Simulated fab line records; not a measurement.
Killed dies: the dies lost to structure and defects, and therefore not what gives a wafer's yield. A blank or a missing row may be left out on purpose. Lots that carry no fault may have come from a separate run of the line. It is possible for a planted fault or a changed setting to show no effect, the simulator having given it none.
Which tool is to blame? | flow sky130 | Sampling: 10 lots, 30 wafers, 4 of 708 route steps

WHAT EACH GAUGE READ, for each wafer
SKY_LI_CONTACT_RS_MEAS_22: measurement is done with a four-point probe.
lot  | measured     | on           | LI_CONTACT_W_RS (ohm/sq)
L243 | day 30 02:31 | filmMetro-04 | 0.2861 0.2852 0.2885
L247 | day 31 19:11 | filmMetro-04 | 0.3097 0.3060 0.3099
L251 | day 33 06:49 | filmMetro-02 | 0.3114 0.3050 0.3059
L253 | day 35 09:24 | filmMetro-03 | 0.2903 0.2899 0.2883
L255 | day 35 10:50 | filmMetro-02 | 0.2814 0.2824 0.2796
L258 | day 35 11:13 | filmMetro-04 | 0.2877 0.2876 0.2857
L259 | day 35 12:06 | filmMetro-02 | 0.2865 0.2856 0.2824
L261 | day 36 06:00 | filmMetro-02 | 0.2867 0.2848 0.2874
L263 | day 37 03:18 | filmMetro-02 | 0.2897 0.2901 0.2884
L264 | day 37 08:04 | filmMetro-04 | 0.2872 0.2869 0.2865

WHAT TOOL EACH LOT RAN ON (gives the tool, then ch and the chambers of the sampled wafers, and finally the start)
lot  | SKY_POLY_CUT_ETCH_11              | SKY_LI_CONTACT_SPUTTER_20   | SKY_LI_CONTACT_CVD_21
L243 | rieDiel-02 ch 1,2, day 25 03:39   | pvdSputter-04, day 30 02:18 | cvdW-01 ch 0,1, day 30 02:22
L247 | rieDiel-03 ch 0,1,2, day 26 20:13 | pvdSputter-02, day 31 19:00 | cvdW-01 ch 0,1, day 31 19:04
L251 | rieDiel-01 ch 0,1,3, day 28 13:55 | pvdSputter-03, day 33 06:38 | cvdW-01 ch 0,1, day 33 06:42
L253 | rieDiel-03 ch 0,3, day 31 00:30   | pvdSputter-02, day 35 09:13 | cvdW-02 ch 0,1, day 35 09:17
L255 | rieDiel-01 ch 1,2, day 31 00:40   | pvdSputter-03, day 35 10:38 | cvdW-01 ch 0,1, day 35 10:42
L258 | rieDiel-02 ch 0,2,3, day 31 01:43 | pvdSputter-02, day 35 11:00 | cvdW-02 ch 0,1, day 35 11:04
L259 | rieDiel-01 ch 2,3, day 31 03:45   | pvdSputter-02, day 35 11:53 | cvdW-02 ch 0,1, day 35 11:57
L261 | rieDiel-02 ch 0,1,3, day 31 23:48 | pvdSputter-02, day 36 05:49 | cvdW-02 ch 0,1, day 36 05:53
L263 | rieDiel-01 ch 0,3, day 32 21:07   | pvdSputter-04, day 37 03:07 | cvdW-02 ch 0,1, day 37 03:10
L264 | rieDiel-01 ch 1,2, day 33 02:36   | pvdSputter-02, day 37 07:46 | cvdW-02 ch 1, day 37 07:49
- SKY_POLY_CUT_ETCH_11: etches Si3N4 in CF4/CH2F2/Ar, stops on poly-Si, time 42.5 s, target depth 60 nm.
- SKY_LI_CONTACT_SPUTTER_20: material TiN, target thk 20 nm, time 80 s.
- SKY_LI_CONTACT_CVD_21: deposits W, target thk 400 nm, time 120.56 s.

THE ANSWER, worked out from the rows above alone
Rule: the usual values come from the lots themselves. Put in order of their means at a reading, lots are off if they are a third of the lots or fewer, leave a main group of 4 or more, and stand apart from it by a gap of 3 or more times the standard deviation of the main group's means; of several such gaps the widest counts. The tables above print the reading to a certain number of digits; a main group whose means all agree to those digits is not used. Also off: a lot with no number at a reading for which 4 or more lots have one. Where the step has rows for the other lots, those lots are counted as sound.
Off: at SKY_LI_CONTACT_RS_MEAS_22 (LI_CONTACT_W_RS), L247, L251. For the main group the mean is 0.2865 ohm/sq and the standard deviation 0.0025.
A tool fits if, at a process step before that reading, it ran every lot that is off, and no sound lot after the first of them. Those tools and the gauges at SKY_LI_CONTACT_RS_MEAS_22 are tried in the same way. None of those tried fits.

WHAT THE SIMULATOR PUT IN
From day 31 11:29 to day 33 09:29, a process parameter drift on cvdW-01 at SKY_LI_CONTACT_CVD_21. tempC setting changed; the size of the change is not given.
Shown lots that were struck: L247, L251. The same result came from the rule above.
